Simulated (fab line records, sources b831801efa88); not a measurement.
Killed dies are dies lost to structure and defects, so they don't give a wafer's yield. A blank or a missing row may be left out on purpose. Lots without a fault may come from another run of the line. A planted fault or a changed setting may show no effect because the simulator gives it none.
Problem report in the 8D (eight disciplines) form, filled by code | flow sky130 | the parts of the form that need people (team, actions taken, sign-off) are left out

1. THE PROBLEM
rf_fwd_power_W at SKY_VIA1_ETCH_15 reads a mean of 1250 W on 2 wafers of 2 lots; wafers without a fault read 1486 W with a standard deviation of 5.1. That is -46 standard deviations from the usual mean.
The step: etches SiO2 in C4F8/O2/Ar, stops on TiN, target depth 351 nm, time 54 s.
First seen on wafer L802.1, day 38 13:49, on rie_diel-04. The record holds 18 wafers of 6 lots with a number at this step. Rule for "out", or "out of limits": more than 4 standard deviations from the usual mean. The other wafers with a number count as sound.

2. WHAT IT IS AND WHAT IT IS NOT
question                    | is                | is not
which readings at this step | rf_fwd_power_W    | chamber_pressure_mTorr
which lots                  | L801, L802        | L798, L800, L803, L810
which wafers of those lots  | L801.4, L802.1    | L801.1, L801.3, L802.3, L802.6
read on which tools         | rie_diel-04       | rie_diel-01, rie_diel-02
when                        | from day 38 13:49 | up to then (8 sound wafers); but 8 sound wafers of L801, L803, L810 came after

3. SUSPECTS, AND WHAT RULES EACH OUT
Counting: a tool at a process step up to the reading stays a suspect if it ran every lot that is out. Sound lots after the first of them don't rule it out here, since some wafers of a struck lot are sound.
- rie_diel-04 at SKY_VIA1_ETCH_14 (etches BARC in N2/H2, stops on SiO2, time 45.9 s, target depth 60 nm): kept. It ran every lot that is out, first L802 (day 38 13:46); its last sound lot up to then is L800 (day 38 07:44).
- rie_diel-04 at SKY_VIA1_ETCH_15 (etches SiO2 in C4F8/O2/Ar, stops on TiN, target depth 351 nm, time 54 s): kept. It ran every lot that is out, first L802 (day 38 13:49); its last sound lot up to then is L800 (day 38 07:46). Its own readings are out on those wafers: rf_fwd_power_W.
- Within rie_diel-04 at SKY_VIA1_ETCH_14: the wafers that are out ran in chamber 3; their sound lot-mates ran in chambers 0, 1.
- Within rie_diel-04 at SKY_VIA1_ETCH_15: the wafers that are out ran in chamber 3; their sound lot-mates ran in chambers 0, 1.
Left after counting: rie_diel-04 at SKY_VIA1_ETCH_14, rie_diel-04 at SKY_VIA1_ETCH_15.

4. THE CAUSE (what the simulator had put in)
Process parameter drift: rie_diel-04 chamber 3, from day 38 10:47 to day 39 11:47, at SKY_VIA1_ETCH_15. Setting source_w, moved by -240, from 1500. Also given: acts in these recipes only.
Counting left 2 suspects, and this tool is among them.

5. THE CHAIN OF EFFECTS, in route order
Each row: a reading whose mean over the struck wafers that have a number lies more than 3 standard deviations from the usual. Only readings for which the record gives a usual standard deviation are gone through. hours: the time from each lot's start at the first step in this table that gives one to its start at this step, as a median over the lots. sigmas: the change in usual standard deviations.
hours | step             | reading        | usual      | on struck wafers | change | sigmas
0     | SKY_VIA1_ETCH_15 | oes_product_au | 0.979 a.u. | 0.953            | -0.026 | -3.9
0     | SKY_VIA1_ETCH_15 | rf_fwd_power_W | 1486 W     | 1250             | -236   | -46
The process steps in it:
- SKY_VIA1_ETCH_15: etches SiO2 in C4F8/O2/Ar, stops on TiN, target depth 351 nm, time 54 s.

6. WHAT WOULD HAVE CAUGHT IT SOONER
In this record the first reading out of limits was taken at day 38 13:49, 3 hours after the fault began at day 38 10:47.
